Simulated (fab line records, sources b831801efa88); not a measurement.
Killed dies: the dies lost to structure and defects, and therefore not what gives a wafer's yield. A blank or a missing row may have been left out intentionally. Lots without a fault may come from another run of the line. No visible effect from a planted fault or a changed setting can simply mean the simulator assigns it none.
fab line records    flow sky130
[record] lots = 12  wafers = 36  last-day = 51
route steps=708 shown FIELD_ISO@3 NWELL@77 PAD_OPEN@708
lots that met no fault: from a run of the same line without faults
start-h: the number of hours between the record's first day and the start of the first shown wafer of the lot    wait-h: hours elapsed since this lot's preceding step    " unchanged from the row above    L1.1+2: one row covering several wafers at once    - no value, or no start given    * or withheld: withheld    < > ~ a bound
route shown NAME@n: NAME is a module with steps in the file, n the number in the route of the first one    usual: mean/standard deviation of fault-free wafers    same: alike in all rows    chamber/n: place in a boat    sites: each site's reading    _std_site: how widely they spread, as a standard deviation    _edge_site: outer sites' mean less inner sites'    radius-mm: for every site, how far away it sits from the centre of the wafer    mask NAME#n: copy n    behind: tool/chamber where the wafer was last shaped    hold: what put the lot on hold/how long, in hours/how the hold closed    device: which transistor (n, p or np) failed to switch    end of line: the route-end tests of the same wafers    a step given without rows: its recipe and nothing more    killed: dies lost to structure and defects at the first sort, not the wafer's yield    map: the dies of a wafer, with x for killed, . for not killed, _ for no die there
set.NAME: the setting that was run; set.NAME@STEP: the one run at that earlier step    model.NAME: the simulator's own value behind a step, which no gauge read
the route's steps for a sample of lots (tables are steps, rows are wafers)
services: from which hour (start-h, from the record's first day; less than 0 if before it) a tool's chamber was out of use, for how many hours, and why
[[steps]]
[step SKY_FIELD_ISO_THK_MEAS_02]
[recipe] reads = SiO2_of_FIELD_ISO_OXIDATION_01
[usual] FIELD_ISO_OXIDATION_00_THK = 12.12/0.2
lot.wafer  tool           chamber  start-h  wait-h  FIELD_ISO_OXIDATION_00_THK[nm]
L873.2     film-metro-03  -        12.58    0.0     12.43
L873.4     "              -        "        "       12.45
L873.5     "              -        "        "       12.58
L874.3     film-metro-04  -        19.86    0.0     12.04
L874.5     "              -        "        "       12.02
L874.6     "              -        "        "       11.99
L876.1     film-metro-02  -        28.21    0.0     12.15
L876.5     "              -        "        "       11.95
L876.6     "              -        "        "       12.02
L878.2     film-metro-02  -        36.64    0.0     12.19
L878.5     "              -        "        "       12.16
L878.6     "              -        "        "       11.98
L884.1     film-metro-03  -        66.77    0.0     12.16
L884.3     "              -        "        "       12.05
L884.4     "              -        "        "       12.02
L885.1     film-metro-02  -        72.82    0.0     12.35
L885.3     "              -        "        "       12.21
L885.5     "              -        "        "       12.31
L889.4     film-metro-04  -        92.86    0.0     11.95
L889.5     "              -        "        "       11.92
L889.6     "              -        "        "       11.95
L891.4     film-metro-02  -        102.18   0.0     12.42
L891.5     "              -        "        "       12.40
L891.6     "              -        "        "       12.21
L893.3     film-metro-03  -        111.65   0.0     11.92
L893.5     "              -        "        "       11.95
L893.6     "              -        "        "       12.01
L894.1     film-metro-04  -        116.88   0.0     12.25
L894.4     "              -        "        "       11.98
L894.5     "              -        "        "       12.21
L895.2     film-metro-04  -        121.83   0.0     12.07
L895.4     "              -        "        "       12.10
L895.5     "              -        "        "       12.03
L896.2     film-metro-03  -        126.64   0.0     12.46
L896.5     "              -        "        "       12.45
L896.6     "              -        "        "       12.47
[step SKY_FIELD_ISO_CD_MEAS_13]
[recipe] target-cd-nm = 150
[usual] cd-nm = 150.1/1.4
lot.wafer  tool       chamber  start-h  wait-h  cd-nm
L873.2     cd-sem-02  -        31.27    -       149.2
L873.4     "          -        "        "       148.2
L873.5     "          -        "        "       149.6
L874.3     cd-sem-02  -        38.03    -       149.6
L874.5     "          -        "        "       152.2
L874.6     "          -        "        "       151.4
L876.1     cd-sem-01  -        45.47    -       147.9
L876.5     "          -        "        "       148.0
L876.6     "          -        "        "       149.3
L878.2     cd-sem-01  -        54.74    -       150.0
L878.5     "          -        "        "       150.9
L878.6     "          -        "        "       151.0
L884.1     cd-sem-02  -        86.74    -       151.1
L884.3     "          -        "        "       150.2
L884.4     "          -        "        "       149.2
L885.1     cd-sem-01  -        93.02    -       150.8
L885.3     "          -        "        "       150.5
L885.5     "          -        "        "       148.0
L889.4     cd-sem-01  -        115.17   -       150.2
L889.5     "          -        "        "       148.9
L889.6     "          -        "        "       150.2
L891.4     cd-sem-01  -        123.57   -       151.0
L891.5     "          -        "        "       151.2
L891.6     "          -        "        "       152.8
L893.3     cd-sem-01  -        132.90   -       152.2
L893.5     "          -        "        "       151.6
L893.6     "          -        "        "       151.5
L894.1     cd-sem-01  -        139.51   -       150.3
L894.4     "          -        "        "       151.5
L894.5     "          -        "        "       150.9
L895.2     cd-sem-01  -        144.96   -       152.2
L895.4     "          -        "        "       152.1
L895.5     "          -        "        "       151.6
L896.2     cd-sem-02  -        150.96   -       149.8
L896.5     "          -        "        "       150.4
L896.6     "          -        "        "       150.6
[step SKY_FIELD_ISO_ETCH_15]
[recipe] chemistry = CHF3/O2  target-depth-nm = 180  stop-on = Si  source-w = 600  bias-w = 200  pressure-mtorr = 40  chf3-flow-sccm = 50  O2_flow_sccm = 5  time-s = 72
[usual] drypump-motor-current-A = 5.8/0.48  oes-product-au = 0.946/0.0066  throttle-valve-pct = 8.844/0.0095
lot.wafer  tool         chamber  start-h  wait-h  drypump-motor-current-A  oes-product-au  rf-hours-counter-h  throttle-valve-pct
L873.2     rie-diel-04  0        31.41    0.0     5.3                      0.940           94                  8.844
L873.4     "            1        "        "       5.8                      0.939           -                   8.832
L873.5     "            3        "        "       6.2                      0.937           -                   8.830
L874.3     rie-diel-02  1        38.16    0.0     5.5                      0.943           77                  8.842
L874.5     "            1        "        "       5.5                      0.949           -                   8.854
L874.6     "            0        "        "       5.2                      0.948           -                   8.840
L876.1     rie-diel-03  0        45.63    0.0     6.7                      0.947           93                  8.840
L876.5     "            0        "        "       6.7                      0.940           -                   8.834
L876.6     "            3        "        "       5.3                      0.951           -                   8.848
L878.2     rie-diel-02  1        54.88    0.0     5.5                      0.952           77                  8.841
L878.5     "            0        "        "       5.3                      0.946           -                   8.843
L878.6     "            1        "        "       5.5                      0.955           -                   8.825
L884.1     rie-diel-04  1        86.91    0.0     5.8                      0.952           5                   8.857
L884.3     "            2        "        "       5.5                      0.962           1                   8.861
L884.4     "            0        "        "       5.3                      0.952           96                  8.845
L885.1     rie-diel-03  3        93.20    0.0     5.3                      0.940           75                  8.829
L885.3     "            1        "        "       5.9                      0.941           -                   8.854
L885.5     "            3        "        "       5.3                      0.939           -                   8.843
L889.4     rie-diel-02  2        115.27   0.0     6.5                      0.936           21                  8.836
L889.5     "            0        "        "       5.2                      0.941           -                   8.829
L889.6     "            3        "        "       6.1                      0.934           -                   8.831
L891.4     rie-diel-02  2        123.67   0.0     6.5                      0.937           21                  8.839
L891.5     "            1        "        "       5.5                      0.947           -                   8.838
L891.6     "            2        "        "       6.5                      0.949           -                   8.845
L893.3     rie-diel-04  0        133.02   0.0     5.3                      0.948           97                  8.848
L893.5     "            0        "        "       5.3                      0.952           -                   8.849
L893.6     "            2        "        "       5.5                      0.944           -                   8.835
L894.1     rie-diel-02  1        139.67   0.0     5.5                      0.952           79                  8.841
L894.4     "            2        "        "       6.5                      0.942           22                  8.843
L894.5     "            0        "        "       5.2                      0.940           -                   8.835
L895.2     rie-diel-03  0        145.11   0.0     6.7                      0.956           94                  8.852
L895.4     "            3        "        "       5.3                      0.943           76                  8.852
L895.5     "            2        "        "       5.4                      0.947           -                   8.841
L896.2     rie-diel-03  1        151.11   0.0     5.9                      0.949           148                 8.842
L896.5     "            3        "        "       5.3                      0.941           -                   8.825
L896.6     "            0        "        "       6.7                      0.944           -                   8.855
[step SKY_NWELL_IMPLANT_24]
[recipe] species = B  energy-kev = 140  dose-cm2 = 9.2e+12  tilt-deg = withheld
[usual] beam-energy-keV = 139.99/0.044  dose-ions-cm2 = 9.198e+12/1e+10  faraday-current-uA = 51.9/0.92
[same] implant-ion-amu = 11
lot.wafer  tool          chamber  start-h  wait-h  beam-energy-keV  dose-ions-cm2  faraday-current-uA
L873.2     implanter-03  0        109.43   0.0     139.97           9.196e+12      52.2
L873.4     "             0        "        "       139.94           9.192e+12      49.8
L873.5     "             0        "        "       139.99           9.19e+12       52.8
L874.3     implanter-02  0        120.20   0.1     140.03           9.187e+12      52.2
L874.5     "             0        "        "       140.01           9.187e+12      51.8
L874.6     "             0        "        "       140.10           9.213e+12      52.0
L876.1     implanter-02  0        131.20   0.0     140.00           9.196e+12      53.6
L876.5     "             0        "        "       140.09           9.198e+12      52.8
L876.6     "             0        "        "       139.99           9.201e+12      52.3
L878.2     implanter-03  0        139.60   0.0     139.98           9.204e+12      51.3
L878.5     "             0        "        "       139.94           9.199e+12      52.9
L878.6     "             0        "        "       140.00           9.189e+12      52.1
L884.1     implanter-03  0        176.30   0.0     140.01           4.5644e+13     264.4
L884.3     "             0        "        "       139.98           4.5651e+13     251.0
L884.4     "             0        "        "       140.01           4.5631e+13     254.0
L885.1     implanter-03  0        182.58   0.0     139.97           4.5648e+13     252.9
L885.3     "             0        "        "       139.94           4.5651e+13     254.4
L885.5     "             0        "        "       139.99           4.5659e+13     257.2
L889.4     implanter-04  0        208.90   0.1     140.07           9.177e+12      51.4
L889.5     "             0        "        "       140.04           9.189e+12      50.8
L889.6     "             0        "        "       140.04           9.187e+12      52.5
L891.4     implanter-02  0        216.33   0.1     140.04           9.184e+12      51.4
L891.5     "             0        "        "       140.02           9.205e+12      52.9
L891.6     "             0        "        "       140.04           9.191e+12      52.2
L893.3     implanter-04  0        229.60   0.1     140.01           9.199e+12      51.9
L893.5     "             0        "        "       140.04           9.206e+12      51.9
L893.6     "             0        "        "       140.03           9.197e+12      50.9
L894.1     implanter-04  0        243.00   0.0     140.01           9.203e+12      51.2
L894.4     "             0        "        "       140.06           9.212e+12      50.6
L894.5     "             0        "        "       139.99           9.22e+12       52.8
L895.2     implanter-03  0        243.93   0.0     139.96           9.204e+12      51.6
L895.4     "             0        "        "       140.00           9.199e+12      52.6
L895.5     "             0        "        "       140.00           9.19e+12       51.3
L896.2     implanter-04  0        250.10   0.0     139.92           9.203e+12      51.9
L896.5     "             0        "        "       139.98           9.191e+12      51.7
L896.6     "             0        "        "       139.91           9.22e+12       52.6
[step SKY_NWELL_TW_MEAS_26]
[usual] NWELL_2_TW = 497/6.4
lot.wafer  tool           chamber  start-h  wait-h  hold                      NWELL_2_TW
L873.2     film-metro-03  -        109.66   0.1     -                         489
L873.4     "              -        "        "       -                         490
L873.5     "              -        "        "       -                         490
L874.3     film-metro-02  -        120.42   0.1     -                         507
L874.5     "              -        "        "       -                         507
L874.6     "              -        "        "       -                         508
L876.1     film-metro-01  -        131.45   0.1     -                         492
L876.5     "              -        "        "       -                         489
L876.6     "              -        "        "       -                         494
L878.2     film-metro-03  -        139.84   0.1     -                         490
L878.5     "              -        "        "       -                         488
L878.6     "              -        "        "       -                         491
L884.1     film-metro-02  -        176.55   0.1     await-dispo/0.2h/release  827
L884.3     "              -        "        "       await-dispo/0.2h/release  825
L884.4     "              -        "        "       await-dispo/0.2h/release  825
L884.1     film-metro-02  -        176.78   0.2     -                         825
L884.3     "              -        "        "       -                         826
L884.4     "              -        "        "       -                         823
L885.1     film-metro-02  -        182.83   0.1     await-dispo/0.2h/release  823
L885.3     "              -        "        "       await-dispo/0.2h/release  825
L885.5     "              -        "        "       await-dispo/0.2h/release  823
L885.1     film-metro-02  -        183.16   0.3     -                         823
L885.3     "              -        "        "       -                         824
L885.5     "              -        "        "       -                         825
L889.4     film-metro-02  -        209.11   0.1     -                         506
L889.5     "              -        "        "       -                         506
L889.6     "              -        "        "       -                         508
L891.4     film-metro-01  -        216.53   0.1     -                         493
L891.5     "              -        "        "       -                         492
L891.6     "              -        "        "       -                         494
L893.3     film-metro-03  -        229.82   0.1     -                         495
L893.5     "              -        "        "       -                         495
L893.6     "              -        "        "       -                         492
L894.1     film-metro-03  -        243.25   0.1     -                         494
L894.4     "              -        "        "       -                         491
L894.5     "              -        "        "       -                         492
L895.2     film-metro-02  -        244.16   0.1     -                         510
L895.4     "              -        "        "       -                         509
L895.5     "              -        "        "       -                         510
L896.2     film-metro-01  -        250.34   0.1     -                         491
L896.5     "              -        "        "       -                         488
L896.6     "              -        "        "       -                         489
[step SKY_PAD_OPEN_PROBE_99]
[usual] defect-limited-yield = 82.8/2  killed_at_M0_to_M3 = 43/6.8  killed_at_M4_up = 3.3/1.9  killed-at-contacts = 24/5.3  killed-at-front-end = 14/4.3  killed-at-other = 0.3/0.62  killed-dies = 85/9.8  killed-open = 46/8  killed-short = 39/5.9  sort_bin_3_pad_short = 0.8/0.39  sort_bin_5_function = 10.2/1.5  sort_bin_6_memory = 6.2/1.2  sort-n-pass = 407/9.8  sort-yield-pct = 82.8/2
[same] gross-dies = 492  killed-at-back-side = 0  sort_bin_4_leakage[%] = 0  sort_bin_8_speed[%] = 0
lot.wafer  tool       chamber  start-h  wait-h  defect-limited-yield[%]  killed_at_M0_to_M3  killed_at_M4_up  killed-at-contacts  killed-at-front-end  killed-at-other  killed-dies  killed-open  killed-short  sort_bin_3_pad_short[%]  sort_bin_5_function[%]  sort_bin_6_memory[%]  sort-n-pass  sort-yield-pct[%]
L873.2     prober-01  -        1110.05  0.1     79.5                     46                  4                31                  20                   0                101          69           32            1.0                      10.8                    8.7                   391          79.5
L873.4     prober-01  -        1110.15  0.2     83.3                     33                  3                28                  18                   0                82           47           35            0.8                      9.8                     6.1                   410          83.3
L873.5     prober-01  -        1110.20  0.2     77.6                     54                  1                28                  27                   0                110          67           43            0.8                      14.6                    6.9                   382          77.6
L874.3     prober-02  -        1112.97  0.2     81.7                     49                  3                27                  10                   1                90           54           36            1.0                      9.8                     7.5                   402          81.7
L874.5     prober-02  -        1113.07  0.2     80.3                     47                  6                29                  15                   0                97           60           37            0.8                      10.8                    8.1                   395          80.3
L874.6     prober-02  -        1113.12  0.2     84.8                     39                  4                25                  7                    0                75           36           39            0.8                      7.9                     6.5                   417          84.8
L876.1     prober-02  -        1128.88  0.1     77.0                     53                  3                35                  22                   0                113          65           48            1.2                      13.8                    7.9                   379          77.0
L876.5     prober-02  -        1129.08  0.2     82.9                     37                  5                27                  15                   0                84           45           39            1.2                      7.9                     7.9                   408          82.9
L876.6     prober-02  -        1129.13  0.2     81.9                     51                  1                23                  14                   0                89           51           38            0.4                      11.8                    5.9                   403          81.9
L878.2     prober-02  -        1134.58  0.1     82.7                     44                  7                22                  12                   0                85           36           49            0.8                      11.2                    5.3                   407          82.7
L878.5     prober-02  -        1134.73  0.2     84.8                     36                  0                27                  10                   2                75           43           32            0.2                      9.6                     5.5                   417          84.8
L878.6     prober-02  -        1134.78  0.2     81.1                     55                  3                24                  11                   0                93           62           31            1.0                      11.2                    6.7                   399          81.1
L889.4     prober-01  -        1193.08  0.2     82.9                     42                  0                30                  12                   0                84           42           42            0.6                      10.8                    5.7                   408          82.9
L889.5     prober-01  -        1193.13  0.2     84.3                     41                  2                19                  15                   0                77           50           27            0.2                      9.8                     5.7                   415          84.3
L889.6     prober-01  -        1193.18  0.2     81.9                     33                  4                34                  18                   0                89           50           39            0.8                      10.4                    6.9                   403          81.9
L891.4     prober-01  -        1199.12  0.2     83.3                     40                  5                24                  13                   0                82           43           39            1.4                      9.1                     6.1                   410          83.3
L891.5     prober-01  -        1199.17  0.2     82.5                     41                  3                30                  12                   0                86           49           37            0.8                      10.4                    6.3                   406          82.5
L891.6     prober-01  -        1199.22  0.2     81.7                     46                  3                26                  13                   2                90           42           48            0.8                      10.2                    7.3                   402          81.7
L893.3     prober-01  -        1210.93  0.2     83.1                     44                  2                26                  10                   1                83           46           37            0.4                      10.0                    6.5                   409          83.1
L893.5     prober-01  -        1211.03  0.2     84.1                     42                  6                13                  16                   1                78           40           38            1.0                      7.7                     7.1                   414          84.1
L893.6     prober-01  -        1211.08  0.2     81.5                     54                  3                24                  10                   0                91           51           40            1.4                      11.4                    5.7                   401          81.5
L895.2     prober-01  -        1220.22  0.1     81.7                     39                  4                32                  14                   1                90           48           42            0.4                      10.0                    7.9                   402          81.7
L895.4     prober-01  -        1220.32  0.2     82.7                     44                  0                24                  17                   0                85           42           43            1.0                      11.0                    5.3                   407          82.7
L895.5     prober-01  -        1220.37  0.2     84.8                     38                  5                16                  16                   0                75           38           37            0.8                      9.8                     4.7                   417          84.8
// killed by level:class
L873.2 CONTACT:geometric-particle:open=15 VIA1:geometric-particle:open=12 LI_CONTACT:geometric-particle:open=10 VIA2:geometric-particle:open=8 FIELD_ISO:geometric-particle:open=6 VIA1:geometric-particle:short=5 VIA2:geometric-particle:short=5 VIA3:geometric-particle:open=4
L873.4 VIA1:geometric-particle:open=8 LI_CONTACT:geometric-particle:open=8 CONTACT:geometric-particle:open=8 FIELD_ISO:geometric-particle:open=7 METAL1:geometric-particle:short=7 CONTACT:geometric-particle:short=6 VIA2:geometric-particle:open=5 FIELD_ISO:geometric-particle:short=4
L873.5 VIA1:geometric-particle:open=16 VIA3:geometric-particle:open=10 FIELD_ISO:geometric-particle:open=8 VIA2:geometric-particle:open=8 LI_CONTACT:geometric-particle:open=7 CONTACT:geometric-particle:open=7 LOCAL_INTERCONNECT:geometric-particle:short=6 POLY_GATE:geometric-particle:short=6
L874.3 CONTACT:geometric-particle:open=11 VIA2:geometric-particle:open=10 VIA1:geometric-particle:open=9 LI_CONTACT:geometric-particle:open=7 CONTACT:geometric-particle:short=7 VIA3:geometric-particle:open=6 VIA1:geometric-particle:short=5 METAL1:geometric-particle:short=4
L874.5 VIA1:geometric-particle:open=12 CONTACT:geometric-particle:open=9 VIA2:geometric-particle:open=9 LI_CONTACT:geometric-particle:open=7 LOCAL_INTERCONNECT:geometric-particle:short=6 POLY_GATE:geometric-particle:open=5 METAL1:geometric-particle:short=5 VIA1:geometric-particle:short=5
L874.6 CONTACT:geometric-particle:open=9 VIA1:geometric-particle:short=7 VIA3:geometric-particle:open=6 VIA2:geometric-particle:open=6 CONTACT:geometric-particle:short=5 METAL2:geometric-particle:short=5 VIA1:geometric-particle:open=5 LI_CONTACT:geometric-particle:open=3
L876.1 VIA1:geometric-particle:open=15 CONTACT:geometric-particle:open=14 VIA3:geometric-particle:open=10 METAL1:geometric-particle:short=10 LI_CONTACT:geometric-particle:open=8 VIA2:geometric-particle:open=7 CONTACT:geometric-particle:short=6 METAL2:geometric-particle:short=6
L876.5 CONTACT:geometric-particle:open=12 VIA1:geometric-particle:open=10 LOCAL_INTERCONNECT:geometric-particle:short=8 VIA2:geometric-particle:open=7 FIELD_ISO:geometric-particle:open=5 METAL1:geometric-particle:short=5 FIELD_ISO:geometric-particle:short=4 CONTACT:geometric-particle:short=4
L876.6 CONTACT:geometric-particle:open=11 VIA2:geometric-particle:open=9 VIA3:geometric-particle:open=7 VIA1:geometric-particle:open=6 VIA1:geometric-particle:short=6 CONTACT:geometric-particle:short=6 METAL3:geometric-particle:short=6 METAL1:geometric-particle:short=6
L878.2 METAL1:geometric-particle:short=11 VIA1:geometric-particle:open=7 METAL4:geometric-particle:short=6 LI_CONTACT:geometric-particle:open=5 LOCAL_INTERCONNECT:geometric-particle:short=5 CONTACT:geometric-particle:open=5 LI_CONTACT:geometric-particle:short=4 VIA1:geometric-particle:short=4
L878.5 CONTACT:geometric-particle:open=9 LI_CONTACT:geometric-particle:open=8 VIA1:geometric-particle:open=7 METAL2:geometric-particle:short=5 VIA3:geometric-particle:open=5 VIA2:geometric-particle:open=5 FIELD_ISO:geometric-particle:short=4 CONTACT:geometric-particle:short=4
L878.6 VIA3:geometric-particle:open=14 VIA1:geometric-particle:open=11 LI_CONTACT:geometric-particle:open=10 VIA2:geometric-particle:open=10 CONTACT:geometric-particle:open=9 METAL2:geometric-particle:short=6 VIA3:geometric-particle:short=5 POLY_GATE:geometric-particle:open=4
L889.4 CONTACT:geometric-particle:open=11 VIA1:geometric-particle:open=11 LOCAL_INTERCONNECT:geometric-particle:short=8 METAL1:geometric-particle:short=6 LI_CONTACT:geometric-particle:open=5 CONTACT:geometric-particle:short=5 VIA1:geometric-particle:short=5 METAL2:geometric-particle:short=5
L889.5 VIA1:geometric-particle:open=12 LI_CONTACT:geometric-particle:open=8 VIA2:geometric-particle:open=7 CONTACT:geometric-particle:open=6 FIELD_ISO:geometric-particle:open=4 FIELD_ISO:geometric-particle:short=4 VIA1:geometric-particle:short=4 VIA3:geometric-particle:short=4
L889.6 LI_CONTACT:geometric-particle:open=11 VIA1:geometric-particle:open=9 CONTACT:geometric-particle:open=8 LOCAL_INTERCONNECT:geometric-particle:short=6 VIA3:geometric-particle:open=6 CONTACT:geometric-particle:short=5 FIELD_ISO:geometric-particle:short=4 POLY_GATE:geometric-particle:open=4
L891.4 VIA1:geometric-particle:open=10 CONTACT:geometric-particle:open=8 LOCAL_INTERCONNECT:geometric-particle:short=7 LI_CONTACT:geometric-particle:open=5 METAL2:geometric-particle:short=5 VIA2:geometric-particle:open=5 VIA3:geometric-particle:open=5 METAL4:geometric-particle:short=5
L891.5 CONTACT:geometric-particle:open=12 LI_CONTACT:geometric-particle:open=9 VIA1:geometric-particle:open=8 METAL1:geometric-particle:short=7 METAL2:geometric-particle:short=6 POLY_GATE:geometric-particle:short=5 VIA3:geometric-particle:open=5 FIELD_ISO:geometric-particle:open=4
L891.6 CONTACT:geometric-particle:open=9 VIA1:geometric-particle:open=8 LI_CONTACT:geometric-particle:open=8 FIELD_ISO:geometric-particle:short=7 METAL2:geometric-particle:short=7 METAL1:geometric-particle:short=6 CONTACT:geometric-particle:short=5 VIA2:geometric-particle:open=5
L893.3 VIA1:geometric-particle:open=12 CONTACT:geometric-particle:open=11 VIA2:geometric-particle:open=9 LI_CONTACT:geometric-particle:open=6 CONTACT:geometric-particle:short=5 METAL2:geometric-particle:short=5 VIA3:geometric-particle:short=5 FIELD_ISO:geometric-particle:short=4
L893.5 VIA1:geometric-particle:open=12 VIA1:geometric-particle:short=8 FIELD_ISO:geometric-particle:open=6 VIA3:geometric-particle:open=6 METAL2:geometric-particle:short=5 METAL4:geometric-particle:short=5 FIELD_ISO:geometric-particle:short=4 VIA2:geometric-particle:open=4
L893.6 VIA1:geometric-particle:open=14 VIA2:geometric-particle:open=10 CONTACT:geometric-particle:open=7 LI_CONTACT:geometric-particle:short=7 METAL2:geometric-particle:short=5 VIA3:geometric-particle:open=5 LI_CONTACT:geometric-particle:open=4 METAL1:geometric-particle:short=4
L895.2 LI_CONTACT:geometric-particle:open=10 CONTACT:geometric-particle:open=8 VIA2:geometric-particle:open=8 METAL1:geometric-particle:short=7 METAL2:geometric-particle:short=6 LOCAL_INTERCONNECT:geometric-particle:short=5 FIELD_ISO:geometric-particle:short=4 POLY_GATE:geometric-particle:open=4
L895.4 CONTACT:geometric-particle:short=8 VIA1:geometric-particle:open=7 VIA2:geometric-particle:short=6 FIELD_ISO:geometric-particle:open=5 FIELD_ISO:geometric-particle:short=5 CONTACT:geometric-particle:open=5 VIA3:geometric-particle:open=5 LI_CONTACT:geometric-particle:open=4
L895.5 VIA1:geometric-particle:open=9 POLY_GATE:geometric-particle:open=6 CONTACT:geometric-particle:open=6 VIA1:geometric-particle:short=6 METAL2:geometric-particle:short=5 LI_CONTACT:geometric-particle:open=4 METAL4:geometric-particle:short=4 VIA3:geometric-particle:short=4
[[services]]
tool          chamber  start-h  hours  kind
implanter-04  -        11.49    16.5   pm
implanter-02  -        47.55    1.0    repair
implanter-03  -        53.10    3.3    repair
implanter-03  -        67.27    1.6    repair
rie-diel-03   2        74.96    -      clean
rie-diel-03   2        74.96    29.3   scheduled-down
rie-diel-03   2        74.96    29.3   vent-cycle
implanter-02  -        80.04    1.9    repair
rie-diel-03   0        88.67    12.3   repair
implanter-02  -        91.99    2.2    pm
rie-diel-04   3        103.08   14.7   repair
implanter-02  -        127.88   3.1    repair
rie-diel-03   2        137.58   4.1    repair
implanter-03  -        145.23   6.4    pm
implanter-03  -        151.60   17.5   pm
rie-diel-02   3        170.30   8.4    repair
rie-diel-03   1        180.46   -      clean
rie-diel-03   1        180.46   14.3   scheduled-down
rie-diel-02   0        199.24   4.6    repair
rie-diel-03   0        199.42   5.2    repair
implanter-03  -        206.58   1.4    repair
rie-diel-02   -        215.68   14.6   pm
rie-diel-03   2        231.29   5.4    repair
rie-diel-02   3        237.04   2.3    repair
[[key]]
[first-sign] step = SKY_NWELL_IMPLANT_24  reading = dose-ions-cm2  direction = up  sigmas = 99+  usual = *  struck = *
[effect] step = SKY_NWELL_IMPLANT_24  reading = faraday-current-uA  direction = up  sigmas = 99+  usual = 51.9  struck = 255.6
[effect] step = SKY_NWELL_TW_MEAS_26  reading = visit  direction = added
[effect] step = SKY_NWELL_TW_MEAS_26  reading = NWELL_2_TW  direction = up  sigmas = 51  usual = 497  struck = 825
met-at SKY_NWELL_IMPLANT_24
struck-lots L884,L885
scrapped-behind SKY_NWELL_TW_MEAS_26 L884.1,L884.3,L884.4,L885.1,L885.3,L885.5
not-acting-at SKY_FIELD_ISO_THK_MEAS_02,SKY_FIELD_ISO_CD_MEAS_13,SKY_FIELD_ISO_ETCH_15
onset-between 139.60 176.30
[fault] kind = process-parameter-drift  tool = implanter-03  chamber = -  onset-h = 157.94  steps = SKY_NWELL_IMPLANT_24  channel = dose-cm2  offset = *  shape = step  end-h = 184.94  acts-in = *  stated = *
